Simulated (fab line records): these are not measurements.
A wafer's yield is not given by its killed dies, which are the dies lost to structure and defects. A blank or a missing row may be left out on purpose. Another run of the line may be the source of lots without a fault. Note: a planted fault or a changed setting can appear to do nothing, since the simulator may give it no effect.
The tool behind it: which one?	flow sky130	18 wafers from 6 lots sampled at 2 of the route's 708 steps

## WHAT THE GAUGES SHOWED, per wafer
SKY_LDD_LDN_TW_MEAS_13.
lot	measured	on	LDD_LDN_TW
L955	day 24 05:26	film metro-02	1495 1489 1498
L957	day 25 00:05	film metro-03	1476 1467 1469
L959	day 25 16:47	film metro-03	1467 1469 1473
L963	day 27 15:17	film metro-02	1433 1434 1431
L972	day 29 20:20	film metro-01	1481 1476 1479
L975	day 30 23:20	film metro-02	1480 1478 1482

## WHAT TOOL EACH LOT RAN ON (gives the tool, then ch and the chambers of the sampled wafers, and finally the start)
lot	SKY_LDD_LDN_IMPLANT_11
L955	implanter-03 ch 0, day 24 05:13
L957	implanter-03 ch 0, day 24 23:50
L959	implanter-03 ch 0, day 25 16:34
L963	implanter-03 ch 0, day 27 15:02
L972	implanter-02 ch 0, day 29 20:05
L975	implanter-04 ch 0, day 30 23:07
- SKY_LDD_LDN_IMPLANT_11

## THE ANSWER, worked out from the rows above alone
Rule: the lots themselves supply what counts as usual. Put in order of their means at a reading, lots are off if they are a third of the lots or fewer, leave a main group of 4 or more, and stand apart from it by a gap of 3 or more times the standard deviation of the main group's means; of several such gaps the widest counts. The tables above print the reading to a certain number of digits; a main group whose means all agree to those digits is not used. A lot without any number at a reading at which 4 lots or more have one is off too. The other lots that the step has rows for count as sound.
Off: at SKY_LDD_LDN_TW_MEAS_13 (LDD_LDN_TW), L963. For the main group the mean is 1479 and the standard deviation 8.7.
If a tool, at a process step before that reading, ran all the lots that are off and no sound lot after the first of them, it fits. Gauges at SKY_LDD_LDN_TW_MEAS_13: tried the same way as those tools. One candidate fits, namely implanter-03 at SKY_LDD_LDN_IMPLANT_11. A fault onset in the window from L959 (day 25 16:34, its last sound lot) to L963 (day 27 15:02, its first lot off) fits.

## WHAT WAS PUT IN BY THE SIMULATOR
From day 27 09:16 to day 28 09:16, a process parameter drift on implanter-03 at SKY_LDD_LDN_IMPLANT_11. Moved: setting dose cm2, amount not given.
Lots struck among those shown: L963. Same finding as the rule above.
